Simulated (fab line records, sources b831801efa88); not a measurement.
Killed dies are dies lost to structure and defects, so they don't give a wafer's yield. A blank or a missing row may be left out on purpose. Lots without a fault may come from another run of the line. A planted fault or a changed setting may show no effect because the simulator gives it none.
Which tool did it? | flow sky130 | 11 lots, 33 wafers sampled, at 3 steps of a route of 708

WHAT THE GAUGES READ, wafer by wafer
SKY_VT_ADJUST_HVTR_TW_MEAS_11.
lot  | measured     | on            | VT_ADJUST_HVTR_TW
L805 | day 9 12:26  | film_metro-02 | 206.5 206.7 206.9
L806 | day 9 12:46  | film_metro-02 | 207.4 206.7 207.0
L812 | day 11 20:57 | film_metro-01 | 212.1 211.2 211.2
L816 | day 13 00:04 | film_metro-01 | 30.0 30.1 30.0 29.9 30.1 29.9
L817 | day 13 05:21 | film_metro-01 | 30.0 30.2 30.1 29.9 29.7 30.0
L818 | day 13 15:18 | film_metro-02 | 207.9 208.4 207.6
L819 | day 14 07:02 | film_metro-02 | 206.1 206.1 207.0
L820 | day 14 06:23 | film_metro-03 | 210.9 210.7 210.6
L822 | day 14 19:17 | film_metro-01 | 212.1 212.1 211.6
L823 | day 14 22:16 | film_metro-01 | 211.1 212.7 213.4
L828 | day 16 17:49 | film_metro-03 | 210.0 209.6 210.8

WHICH TOOL RAN EACH LOT (tool, then ch and the chambers of the sampled wafers, then the start)
lot  | SKY_VT_ADJUST_NCORE_STRIP_10         | SKY_VT_ADJUST_HVTR_STRIP_10
L805 | plasma_asher-03 ch 0,1, day 8 14:42  | plasma_asher-01 ch 0,1, day 9 12:20
L806 | plasma_asher-01 ch 0,1, day 8 15:07  | plasma_asher-04 ch 0,1, day 9 12:41
L812 | plasma_asher-04 ch 0,1, day 10 21:04 | plasma_asher-01 ch 0,1, day 11 20:50
L816 | plasma_asher-01 ch 0,1, day 11 23:25 | plasma_asher-02 ch 0,1, day 12 23:59
L817 | plasma_asher-01 ch 0,1, day 12 03:33 | plasma_asher-01 ch 0,1, day 13 05:14
L818 | plasma_asher-01 ch 0,1, day 12 14:13 | plasma_asher-02 ch 0,1, day 13 15:12
L819 | plasma_asher-03 ch 0,1, day 13 04:42 | plasma_asher-02 ch 1, day 14 06:56
L820 | plasma_asher-01 ch 0,1, day 13 04:26 | plasma_asher-04 ch 0,1, day 14 06:17
L822 | plasma_asher-01 ch 0,1, day 13 17:40 | plasma_asher-01 ch 0,1, day 14 19:10
L823 | plasma_asher-01 ch 0,1, day 13 19:37 | plasma_asher-02 ch 0,1, day 14 22:11
L828 | plasma_asher-01 ch 0,1, day 15 12:49 | plasma_asher-04 ch 0,1, day 16 17:44
- SKY_VT_ADJUST_NCORE_STRIP_10: strips in O2/N2.
- SKY_VT_ADJUST_HVTR_STRIP_10: strips in O2/N2.

THE ANSWER, worked out from the rows above alone
Rule: what is usual is taken from the lots themselves. Put in order of their means at a reading, lots are off if they are a third of the lots or fewer, leave a main group of 4 or more, and stand apart from it by a gap of 3 or more times the standard deviation of the main group's means; of several such gaps the widest counts. A main group whose means are all the same, to the digits that the tables above print for the reading, isn't used. A lot without any number at a reading at which 4 lots or more have one is off too. The other lots that the step has rows for count as sound.
Off: L816, L817, at SKY_VT_ADJUST_HVTR_TW_MEAS_11 (VT_ADJUST_HVTR_TW). The main group: mean 209.4, standard deviation 2.3.
A tool fits if, at a process step before that reading, it ran every lot that is off, and no sound lot after the first of them. The gauges at SKY_VT_ADJUST_HVTR_TW_MEAS_11 are tried like those tools. None of those tried fits.

WHAT THE SIMULATOR HAD PUT IN
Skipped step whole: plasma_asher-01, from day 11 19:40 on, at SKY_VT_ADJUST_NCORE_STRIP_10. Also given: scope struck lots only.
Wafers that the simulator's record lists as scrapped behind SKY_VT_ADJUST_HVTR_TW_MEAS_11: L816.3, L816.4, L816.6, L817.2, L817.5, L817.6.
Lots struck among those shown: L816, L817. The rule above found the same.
